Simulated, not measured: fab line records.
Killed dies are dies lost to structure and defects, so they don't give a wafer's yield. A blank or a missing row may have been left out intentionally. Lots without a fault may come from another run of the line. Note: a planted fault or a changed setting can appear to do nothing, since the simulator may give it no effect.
Matching of chambers / flow gf180mcu / 3 sister chambers for GF_CONTACT_CVD_00 on hdpcvd-02
The step deposits SiO2, target thk 300 nm, time 50 s. 6 wafers are shown with their chamber, then 6 later ones without.

EACH WAFER AND ITS CHAMBER
wafer=L337.2; chamber=0; sih4_flow_sccm (sccm)=59.97
wafer=L337.3; chamber=2; sih4_flow_sccm (sccm)=60.09
wafer=L337.5; chamber=1; sih4_flow_sccm (sccm)=59.97
wafer=L338.2; chamber=0; sih4_flow_sccm (sccm)=60.16
wafer=L338.3; chamber=1; sih4_flow_sccm (sccm)=59.81
wafer=L338.4; chamber=2; sih4_flow_sccm (sccm)=60.13

WAFERS WITH NO CHAMBER GIVEN
wafer=L339.2; sih4_flow_sccm (sccm)=59.98
wafer=L339.4; sih4_flow_sccm (sccm)=59.97
wafer=L339.6; sih4_flow_sccm (sccm)=59.72
wafer=L341.1; sih4_flow_sccm (sccm)=59.75
wafer=L341.2; sih4_flow_sccm (sccm)=59.91
wafer=L341.4; sih4_flow_sccm (sccm)=60.13

THE CHAMBER EACH PASSED THROUGH
wafer=L339.2; from the rows above=can't be placed: 0 or 1 or 2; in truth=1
wafer=L339.4; from the rows above=can't be placed: 1 or 0 or 2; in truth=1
wafer=L339.6; from the rows above=can't be placed: 1 or 0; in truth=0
wafer=L341.1; from the rows above=can't be placed: 1 or 0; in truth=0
wafer=L341.2; from the rows above=can't be placed: 1 or 0 or 2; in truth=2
wafer=L341.4; from the rows above=can't be placed: 2 or 0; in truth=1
Correctly placed: 0 of 6. Not placeable from these rows: 6 (in 5, the candidates include the true chamber). Number placed wrongly: 0.
How it was worked out, from the rows above alone: a wafer's distance from a chamber is the root of the sum, over the readings, of the square of ((its reading less the chamber's mean) divided by the reading's scatter). If the next closest chamber is less than 2 further off than the closest, the wafer can't be placed; otherwise it belongs to the closest. A chamber's mean is the mean of its shown wafers. The scatter: take each reading less its chamber's mean, square it, sum over the shown wafers, divide by the number of wafers less the number of chambers, and take the root.
